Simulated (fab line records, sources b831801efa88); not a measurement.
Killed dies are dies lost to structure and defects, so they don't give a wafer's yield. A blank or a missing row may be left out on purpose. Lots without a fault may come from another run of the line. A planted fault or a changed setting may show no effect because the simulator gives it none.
Chamber matching | flow gf180mcu | GF_MIM_CVD_05 on pecvd-02: 3 sister chambers
The step deposits Si3N4, target thk 42 nm, time 29.086 s. 3 wafers are shown with their chamber, then 12 later ones without.

WAFERS WITH THEIR CHAMBER
wafer  | chamber | heater_power_w (W)
L091.1 | 0       | 702
L091.5 | 2       | 730
L091.6 | 1       | 655

WAFERS WITHOUT THEIR CHAMBER
wafer  | heater_power_w (W)
L092.1 | 759
L092.2 | 578
L092.5 | 764
L093.1 | 749
L093.4 | 633
L093.6 | 783
L094.1 | 670
L094.2 | 584
L094.3 | 729
L097.2 | 700
L097.5 | 664
L097.6 | 718

WHICH CHAMBER EACH WENT THROUGH
wafer  | from the rows above          | in truth
L092.1 | can't be placed: 2 or 0 or 1 | 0
L092.2 | can't be placed: 1 or 0 or 2 | 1
L092.5 | can't be placed: 2 or 0 or 1 | 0
L093.1 | can't be placed: 2 or 0 or 1 | 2
L093.4 | can't be placed: 1 or 0 or 2 | 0
L093.6 | can't be placed: 2 or 0 or 1 | 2
L094.1 | can't be placed: 1 or 0 or 2 | 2
L094.2 | can't be placed: 1 or 0 or 2 | 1
L094.3 | can't be placed: 2 or 0 or 1 | 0
L097.2 | can't be placed: 0 or 2 or 1 | 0
L097.5 | can't be placed: 1 or 0 or 2 | 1
L097.6 | can't be placed: 2 or 0 or 1 | 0
Placed correctly: 0 of 12. Can't be placed from these rows: 12 (the true chamber is among the candidates in 12). Placed wrongly: 0.
How it was worked out, from the rows above alone: a wafer's distance from a chamber is the root of the sum, over the readings, of the square of ((its reading less the chamber's mean) divided by the reading's scatter). The wafer belongs to the nearest chamber; if the next one is less than 2 further off, it can't be placed. A chamber's mean is the mean of its shown wafers. The scatter: with one shown wafer a chamber, the root of the mean of the squares of how far each hidden wafer lies from its nearest shown one.
